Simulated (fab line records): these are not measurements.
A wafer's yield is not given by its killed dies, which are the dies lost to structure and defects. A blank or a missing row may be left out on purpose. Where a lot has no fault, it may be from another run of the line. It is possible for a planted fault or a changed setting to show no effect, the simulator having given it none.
Which tool was responsible? ; flow gf180mcu ; Sampling: 11 lots, 33 wafers, 5 of 602 route steps

WHAT THE GAUGES READ, wafer by wafer
GF_M3_OVL_MEAS_15. Usual: M3_OVL -4 nm, standard deviation 5.8.
lot;measured;on;M3_OVL (nm);flag
L787;day 22 02:55;overlay-01;-7 -11 -8;
L790;day 23 01:31;overlay-02;-14 -15 -16;
L792;day 24 02:45;overlay-02;-12 -10 -3;
L793;day 24 04:28;overlay-02;4 -4 -7;
L794;day 24 13:20;overlay-01;-4 -13 0;
L795;day 25 04:13;overlay-01;-7 -4 -8;
L800;day 26 13:29;overlay-02;-8 -6 -10;
L802;day 27 20:52;overlay-02;-3 -6 -3;
L804;day 28 05:08;overlay-02;2 -3 -1;
L806;day 28 13:24;overlay-02;-2 -7 1;
L808;day 28 22:33;overlay-01;-12 -11 -7;

GF_V3_RS_MEAS_24: the measuring method here is four-point-probe. Usual: V3_W_RS 0.326 ohm/sq, standard deviation 0.0065.
lot;measured;on;V3_W_RS (ohm/sq);flag
L787;day 23 04:06;film-metro-04;0.328 0.320 0.328;
L790;day 24 02:00;film-metro-01;0.322 0.325 0.315;
L792;day 25 02:20;film-metro-01;0.325 0.324 0.314;
L793;day 25 04:50;film-metro-03;0.318 0.320 0.315;
L794;day 25 13:54;film-metro-04;0.316 0.335 0.319;
L795;day 26 03:49;film-metro-03;0.337 0.334 0.326;
L800;day 27 12:15;film-metro-01;0.325 0.335 0.323;
L802;day 28 18:53;film-metro-03;0.331 0.433 0.328;OFF
L804;day 29 02:50;film-metro-03;0.338 0.330 0.319;
L806;day 29 09:59;film-metro-04;0.323 0.337 0.322;
L808;day 29 19:32;film-metro-04;0.337 0.326 0.322;

GF_V3_THK_MEAS_25: measures by xrf. Usual: V3_W_THK 367 nm, standard deviation 8.
lot;measured;on;V3_W_THK (nm);flag
L787;day 23 04:12;film-metro-04;366 374 362;
L790;day 24 02:07;film-metro-01;372 368 381;
L792;day 25 02:28;film-metro-01;371 370 380;
L793;day 25 04:58;film-metro-03;376 373 383;
L794;day 25 14:01;film-metro-04;382 356 376;
L795;day 26 03:55;film-metro-03;355 359 366;
L800;day 27 12:22;film-metro-01;370 359 373;
L802;day 28 19:00;film-metro-03;364 301 368;
L804;day 29 02:57;film-metro-03;350 359 369;
L806;day 29 10:06;film-metro-04;372 356 374;
L808;day 29 19:38;film-metro-04;358 370 372;

EACH LOT AND THE TOOL THAT RAN IT (in order: tool; ch and the chambers of the sampled wafers; start)
lot;GF_M3_METAL_ETCH_16;GF_V3_CVD_23
L787;rie-metal-03 ch 0,1, day 22 02:59;cvd-w-01 ch 0,1, day 23 03:59
L790;rie-metal-03 ch 1, day 23 01:32;cvd-w-01 ch 0,1, day 24 01:52
L792;rie-metal-02 ch 0,1, day 24 02:47;cvd-w-01 ch 0,1, day 25 02:14
L793;rie-metal-02 ch 1, day 24 04:31;cvd-w-01 ch 1, day 25 04:41
L794;rie-metal-01 ch 0,1, day 24 13:22;cvd-w-01 ch 0,1, day 25 13:46
L795;rie-metal-01 ch 0,1, day 25 04:17;cvd-w-02 ch 0,1, day 26 03:42
L800;rie-metal-01 ch 1, day 26 13:31;cvd-w-02 ch 0,1, day 27 12:06
L802;rie-metal-02 ch 0,1, day 27 20:55;cvd-w-02 ch 0,1, day 28 18:46
L804;rie-metal-03 ch 0,1, day 28 05:10;cvd-w-01 ch 0,1, day 29 02:43
L806;rie-metal-03 ch 0,1, day 28 13:26;cvd-w-01 ch 0,1, day 29 09:52
L808;rie-metal-02 ch 1, day 28 22:38;cvd-w-01 ch 0,1, day 29 19:24
- GF_M3_METAL_ETCH_16: etches the open film in Cl2/BCl3, stops on SiO2, target depth 750.8 nm, time 125.1 s.
- GF_V3_CVD_23: deposits W, target thk 350 nm, time 104.9 s.

WHAT THE TOOLS THEMSELVES READ (means of the sampled wafers that have a number; where no wafer has one, the mark that the record gives instead)
GF_M3_METAL_ETCH_16. Usual: bias-w 140.1 W, standard deviation 0.37; chamber-pressure-mTorr 8.000 mTorr, standard deviation 0.0078; drypump-motor-current-A 5.8 A, standard deviation 0.53; oes-product-au 0.989 a.u., standard deviation 0.006; throttle-valve-pct 28.233 %, standard deviation 0.01.
lot;tool;bias-w (W);chamber-pressure-mTorr (mTorr);drypump-motor-current-A (A);oes-product-au (a.u.);throttle-valve-pct (%);flag
L787;rie-metal-03;140.2;8.007;5.2;0.985;28.227;
L790;rie-metal-03;139.7;7.995;5.4;0.984;28.244;
L792;rie-metal-02;139.8;7.995;6.1;0.989;28.229;
L793;rie-metal-02;140.3;7.991;6.1;0.991;28.225;
L794;rie-metal-01;140.1;8.000;6.4;0.993;28.231;
L795;rie-metal-01;140.0;8.002;6.4;0.994;28.223;
L800;rie-metal-01;139.6;8.000;6.4;0.992;28.241;
L802;rie-metal-02;140.0;8.007;6.1;0.986;28.235;
L804;rie-metal-03;140.4;8.000;5.3;0.988;28.236;
L806;rie-metal-03;139.6;8.007;5.2;0.988;28.242;
L808;rie-metal-02;140.3;8.002;6.1;0.978;28.246;

GF_V3_CVD_23. Usual: heater-power-w at 838 W, with a standard deviation of 48.
lot;tool;heater-power-w (W);flag
L787;cvd-w-01;857;
L790;cvd-w-01;868;
L792;cvd-w-01;858;
L793;cvd-w-01;817;
L794;cvd-w-01;826;
L795;cvd-w-02;788;
L800;cvd-w-02;818;
L802;cvd-w-02;804;
L804;cvd-w-01;873;
L806;cvd-w-01;839;
L808;cvd-w-01;855;

THE ANSWER, worked out from the rows above alone
Rule: a lot counts as off when the mean over its wafers that have a number is more than 3 standard deviations away from the usual mean. A lot without any number at a reading at which 4 lots or more have one is off too. Where the step has rows for the other lots, those lots are counted as sound. Order of review: gauges by route order, followed by the tools' own readings, for which a lot's mean as printed above is used. At the first step where some lot is off, the reading lying furthest off is the one used; lots without a number count as furthest.
Off: L802, seen at GF_V3_RS_MEAS_24 (V3_W_RS).
A tool fits if, at a process step before that reading, it ran every lot that is off, and no sound lot after the first of them. The gauges at GF_V3_RS_MEAS_24 are tried like those tools. One fits: GF_V3_CVD_23 on cvd-w-02. Its last sound lot is L800 (day 27 12:06), its first lot that is off L802 (day 28 18:46): a fault that began between those two fits.

WHAT THE SIMULATOR PUT IN
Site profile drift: cvd-w-02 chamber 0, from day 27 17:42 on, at GF_V3_CVD_23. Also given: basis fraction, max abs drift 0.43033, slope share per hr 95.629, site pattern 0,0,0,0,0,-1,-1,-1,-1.
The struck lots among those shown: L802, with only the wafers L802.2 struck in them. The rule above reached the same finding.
